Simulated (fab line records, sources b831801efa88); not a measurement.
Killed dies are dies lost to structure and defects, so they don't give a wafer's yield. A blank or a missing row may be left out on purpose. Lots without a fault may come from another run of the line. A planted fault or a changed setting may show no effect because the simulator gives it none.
A struck lot beside a sound one | flow sky130 | 16 steps out of a route of 708
Sound: wafers L520.2, L520.3, L520.6. Struck: wafer L524.4. (L524.1 of the same lot was not struck and is left out.) The cause comes at the end.
At each step with rows: each side's tool, then ch and its chambers, then its first start. Under that, the readings that differ: sound wafers | struck wafers | difference of the means | sigmas: that difference in standard deviations of wafers without a fault.
alike: readings whose means differ by less than 2 such deviations, and words and numbers that are the same on both sides. not compared: withheld readings, readings that some wafer has no value for, bounds like >300 that may hide the same value, and numbers for which the record gives no deviation and whose values overlap.
The two part at a step that has a row with sigmas, a row that says differs or no value, or rows on one side only. Numbers that don't overlap but have no deviation are shown without sigmas and don't part them. A reading that every wafer of one side lacks parts them only if that side has two wafers or more.

SKY_VT_ADJUST_HVTP_OVL_MEAS_08:
  sound on overlay-02, day 6 22:02; struck on overlay-01, day 7 23:22
  alike: VT_ADJUST_HVTP_OVL
then, 1 step without rows for these wafers: SKY_VT_ADJUST_HVTP_IMPLANT_09.
SKY_VT_ADJUST_HVTP_STRIP_10: strips in O2/N2.
  sound on plasma_asher-01 ch 0,1, day 6 22:13; struck on plasma_asher-04 ch 0, day 7 23:34
  alike: drypump_motor_current_A, oes_product_au, strip_time_to_endpoint_s
  not compared: rf_hours_counter_h
SKY_VT_ADJUST_HVTP_TW_MEAS_11:
  sound on film_metro-02, day 6 22:19; struck on film_metro-02, day 7 23:40
  alike: VT_ADJUST_HVTP_TW
then, 7 steps without rows for these wafers: SKY_VT_ADJUST_LVTN_DEHYDRATE_00 (time 60 s); SKY_VT_ADJUST_LVTN_HMDS_01 (prime time 60 s); SKY_VT_ADJUST_LVTN_COAT_02 (resist thk 3000 nm); SKY_VT_ADJUST_LVTN_SOFTBAKE_03; SKY_VT_ADJUST_LVTN_EXPOSE_04 (exposes mask NWM COMPLEMENT LESS NATIVE, target cd 840 nm); SKY_VT_ADJUST_LVTN_PEB_05; SKY_VT_ADJUST_LVTN_DEVELOP_06 (develop time 60 s).
SKY_VT_ADJUST_LVTN_OVL_MEAS_07:
  sound on overlay-01, day 7 17:13; struck on overlay-02, day 8 19:10
  alike: VT_ADJUST_LVTN_OVL
SKY_VT_ADJUST_LVTN_IMPLANT_08:
  sound on implanter-02 ch 0, day 7 17:16; struck on implanter-01 ch 0, day 8 19:13
SKY_VT_ADJUST_LVTN_STRIP_09: strips in O2/N2.
  sound on plasma_asher-03 ch 0,1, day 7 17:23; struck on plasma_asher-01 ch 1, day 8 19:22
  reading                     | sound       | struck | difference | sigmas
  drypump_motor_current_A (A) | 5.9 6.2 6.2 | 5.3    | -0.8       | -3
  alike: oes_product_au, strip_time_to_endpoint_s
  not compared: rf_hours_counter_h
SKY_VT_ADJUST_LVTN_TW_MEAS_10:
  sound on film_metro-03, day 7 17:30; struck on film_metro-01, day 8 19:41
  reading           | sound             | struck | difference | sigmas
  VT_ADJUST_LVTN_TW | 242.9 242.9 243.4 | 217.4  | -25.7      | -21
  not compared: hold
-- the record jumps here: 39 days lie between the struck wafers' starts before and after (it left off in module VT_ADJUST_LVTN and takes up again in module PAD_OPEN, whose first step shown is number 708 of the route) --
SKY_PAD_OPEN_PROBE_99:
  sound on prober-02, day 46 04:40; struck on prober-02, day 47 10:43
  reading                                           | sound                | struck | difference | sigmas
  model.etest.nfet_01v8.drive_ua_um_range           | 11.07 7.367 14.93    | 18.78  | +7.66      |
  model.etest.nfet_01v8.drive_ua_um_rim_less_centre | 2.223 1.873 6.265    | 1.166  | -2.288     |
  model.etest.nfet_01v8_swapped.off_log10_a_um      | -13.49 -13.37 -13.41 | -13.11 | +0.31      |
  model.etest.nfet_01v8_lvt.vt_sat_v (V)            | 0.5538 0.5452 0.5423 | 0.4964 | -0.0507    |
  model.etest.nfet_01v8_turned.vt_sat_v (V)         | 0.6675 0.6607 0.6567 | 0.6282 | -0.0334    |
  model.etest.nfet_01v8_lvt.vt_v (V)                | 0.6239 0.6185 0.6166 | 0.5925 | -0.0272    |
  model.etest.nfet_01v8_swapped.vt_sat_v (V)        | 0.6656 0.6583 0.6609 | 0.6319 | -0.0297    |
  alike: killed_at_M0_to_M3, killed_at_M4_up, killed_at_contacts, killed_at_front_end, killed_at_other, killed_dies, killed_open, killed_short
  not compared: model.etest.nfet_01v8_turned.off_log10_a_um

WHERE THEY PART
First at SKY_VT_ADJUST_LVTN_STRIP_09; last, within this record, at SKY_VT_ADJUST_LVTN_TW_MEAS_10. Later steps at which nothing parts them and some readings are alike: SKY_PAD_OPEN_PROBE_99.

WHY: what the simulator had put in
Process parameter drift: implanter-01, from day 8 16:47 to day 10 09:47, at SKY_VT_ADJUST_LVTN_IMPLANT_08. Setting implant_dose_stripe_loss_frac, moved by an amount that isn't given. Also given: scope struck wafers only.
